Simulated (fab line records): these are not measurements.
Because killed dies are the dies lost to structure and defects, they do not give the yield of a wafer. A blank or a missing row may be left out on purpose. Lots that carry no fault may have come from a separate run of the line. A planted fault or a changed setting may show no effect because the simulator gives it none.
A lot that was struck, set against a sound lot | flow sky130 | 15 out of 708 route steps
Sound: the wafers L973.3, L973.4, L973.5. Struck: wafers L984.1, L984.4, L984.5. The cause comes at the end.
For every step that has rows: the tool of each side, followed by ch and its chambers, followed by its first start. Under that, the readings that differ: sound wafers | struck wafers | difference of the means | sigmas: that difference in standard deviations of wafers without a fault.
alike: readings whose means differ by less than 2 such deviations, and words and numbers that are the same on both sides. not compared: withheld readings, readings that some wafer has no value for, bounds like >300 that may hide the same value, and numbers for which the record gives no deviation and whose values overlap.
A row with sigmas, a row that says differs or no value, or rows on one side alone: a step with any of these is where the two part. Non-overlapping numbers with no deviation appear without sigmas and do not part them. A reading missing from all wafers of one side parts the sides only when that side holds two or more wafers.

first, 4 steps without rows for these wafers: SKY_PWDE_SOFTBAKE_03; SKY_PWDE_EXPOSE_04 (exposes mask PWDEM, target cd 840 nm); SKY_PWDE_PEB_05; SKY_PWDE_DEVELOP_06 (develop time 60 s).
SKY_PWDE_OVL_MEAS_07:
  sound: overlay-02 at day 4 19:26; struck: overlay-02 at day 6 17:17
  alike: PWDE_OVL
then, 1 step without rows for these wafers: SKY_PWDE_IMPLANT_08.
SKY_PWDE_STRIP_09: strips in O2/N2.
  sound on plasma-asher-03 ch 0,1, day 4 19:38; struck on plasma-asher-03 ch 0,1, day 6 17:28
  alike: chamber-pressure-mTorr, drypump-motor-current-A, oes-product-au, strip-time-to-endpoint-s
  not compared: rf-hours-counter-h
SKY_PWDE_TW_MEAS_10:
  sound: film-metro-03 at day 4 19:43; struck: film-metro-03 at day 6 17:34
  alike: PWDE_TW
then, 4 steps without rows for these wafers: SKY_NWELL_DEHYDRATE_03 (time 60 s); SKY_NWELL_HMDS_04 (prime time 60 s); SKY_NWELL_COAT_05 (resist thk 3000 nm); SKY_NWELL_SOFTBAKE_06.
SKY_NWELL_EXPOSE_07: exposes mask NWM, target cd 840 nm.
  sound on iline-stepper-01 ch 0, day 5 05:34; struck on iline-stepper-01 ch 0, day 7 03:17
  reading | sound             | struck                     | difference | sigmas
  mask    | NWM#0 NWM#0 NWM#0 | NWM_R1#0 NWM_R1#0 NWM_R1#0 | differs    |
  alike: stage-vel-mm-s
then, 1 step without rows for these wafers: SKY_NWELL_PEB_08.
-- the record jumps here: 42 days lie between the struck wafers' starts before and after (it left off in module NWELL and takes up again in module PAD_OPEN, whose first step shown is number 708 of the route) --
SKY_PAD_OPEN_PROBE_99:
  sound: prober-02 at day 47 06:02; struck: prober-01 at day 49 02:47
  reading                                     | sound                         | struck                        | difference | sigmas
  model.etest.nfet_16v.r-on-ohm-um            | 1.391e+04 1.396e+04 1.406e+04 | 1.482e+04 1.476e+04 1.474e+04 | +7.967e+02 |
  model.etest.res-nwell.width-nm (nm)         | 825.9 823.3 831.4             | 736.9 741.8 738.3             | -87.9      |
  model.etest.res-iso-pwell.width-nm (nm)     | 2676 2669 2652                | 2710 2690 2693                | +32        |
  model.etest.pfet_16v.drive-ua-um            | 250.4 251.1 242.9             | 262.2 265.8 261.6             | +15.1      |
  model.etest.iso-nwell-nwell.leak-log10-a-um | -13.87 -13.87 -13.94          | -13.85 -13.74 -13.75          | +0.11      |
  alike: killed_at_M0_to_M3, killed_at_M4_up, killed-at-contacts, killed-at-front-end, killed-at-other, killed-dies, killed-open, killed-short
  not compared: model.etest.res-nwell.line-ohm-um

== WHERE THEY PART ==
At SKY_NWELL_EXPOSE_07 and nowhere else, as far as this record goes. Later steps at which nothing parts them and some readings are alike: SKY_PAD_OPEN_PROBE_99.

WHY: what the simulator had put in
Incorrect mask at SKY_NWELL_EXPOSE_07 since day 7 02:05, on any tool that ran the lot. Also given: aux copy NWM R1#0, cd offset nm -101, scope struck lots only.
